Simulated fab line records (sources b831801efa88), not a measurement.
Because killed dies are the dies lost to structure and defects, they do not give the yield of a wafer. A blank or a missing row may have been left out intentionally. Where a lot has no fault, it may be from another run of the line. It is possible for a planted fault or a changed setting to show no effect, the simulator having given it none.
2 desks, one fault / flow sky130 / every desk sees just its own numbers, and what lay behind them comes last

## FROM THE METROLOGY DESK
Means of the sampled wafers that have a number, per lot and without regard to the tool the lot ran on: this is what the gauges read. Marked OUT: a lot whose mean sits more than 4 standard deviations from the usual mean, which makes it out of limits; the brackets give that distance.
Columns: A = VIA3_OVL at SKY_VIA3_OVL_MEAS_13, usual -4 nm; B = CAP2M_TIN_RS at SKY_CAP2M_RS_MEAS_03, usual 6.92 ohm/sq
lot=L391; first seen here=day 40 01:39; A=3; B=6.92
lot=L392; first seen here=day 40 15:47; A=-7; B=6.95
lot=L393; first seen here=day 40 19:45; A=2; B=6.87
lot=L396; first seen here=day 41 15:16; A=-14; B=6.98
lot=L397; first seen here=day 42 10:04; A=-6; B=6.96
lot=L399; first seen here=day 42 18:45; A=-5; B=6.90
lot=L406; first seen here=day 44 08:25; A=-2; B=6.97
lot=L408; first seen here=day 44 12:26; A=-14; B=7.02
lot=L409; first seen here=day 45 01:10; A=2; B=7.17
lot=L411; first seen here=day 45 11:43; A=-1; B=6.85
lot=L412; first seen here=day 45 16:14; A=4; B=6.94
lot=L414; first seen here=day 46 07:10; A=-7; B=6.92
Result from this desk: across the 12 lots, nothing is out of limits.

## FOR THE TOOL OWNER'S DESK: cmp-01
The tool's own readings at SKY_VIA3_CMP_24 (polishes, stops on SiO2, t overpolish 20 s, target thk 0 nm): means of the sampled wafers that have a number, for each lot that ran on this tool. Marked OUT: a lot whose mean sits more than 4 standard deviations from the usual mean, which makes it out of limits; the brackets give that distance.
Columns: A = motor current A at SKY_VIA3_CMP_24, usual 11.0 A; B = overpolish run s at SKY_VIA3_CMP_24, usual 20.000 s; C = slurry flow ml min at SKY_VIA3_CMP_24, usual 149.9; D = time to endpoint s at SKY_VIA3_CMP_24, usual 93 s
lot=L392; first seen here=day 40 16:56; A=11.6; B=20.009; C=149.9; D=89
lot=L397; first seen here=day 42 11:09; A=11.7; B=13.340 (-99 or more) OUT; C=149.6; D=117 (+7.6) OUT
lot=L399; first seen here=day 42 19:52; A=11.8; B=13.343 (-99 or more) OUT; C=149.2; D=116 (+7.4) OUT
lot=L412; first seen here=day 45 17:20; A=11.4; B=20.002; C=150.1; D=97
This desk finds L397, L399 out of limits, L397 being first, at day 42 11:09 (overpolish run s at SKY_VIA3_CMP_24). L392, L412: within limits.

## PUT TOGETHER
The tool owner's desk had the chance to raise an alarm at day 42 11:09 on L397, L399.
At the metrology desk, nothing out of limits was observed.
The metrology desk holds a record of L397, L399, inside its limits.
SKY_VIA3_CMP_24 was run on cmp-01 by each of the lots named.

## WHAT THE SIMULATOR PUT IN
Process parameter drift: cmp-01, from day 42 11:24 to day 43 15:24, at SKY_VIA3_CMP_24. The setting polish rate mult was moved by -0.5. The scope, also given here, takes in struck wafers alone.
Lots struck among those shown: L397, L399.
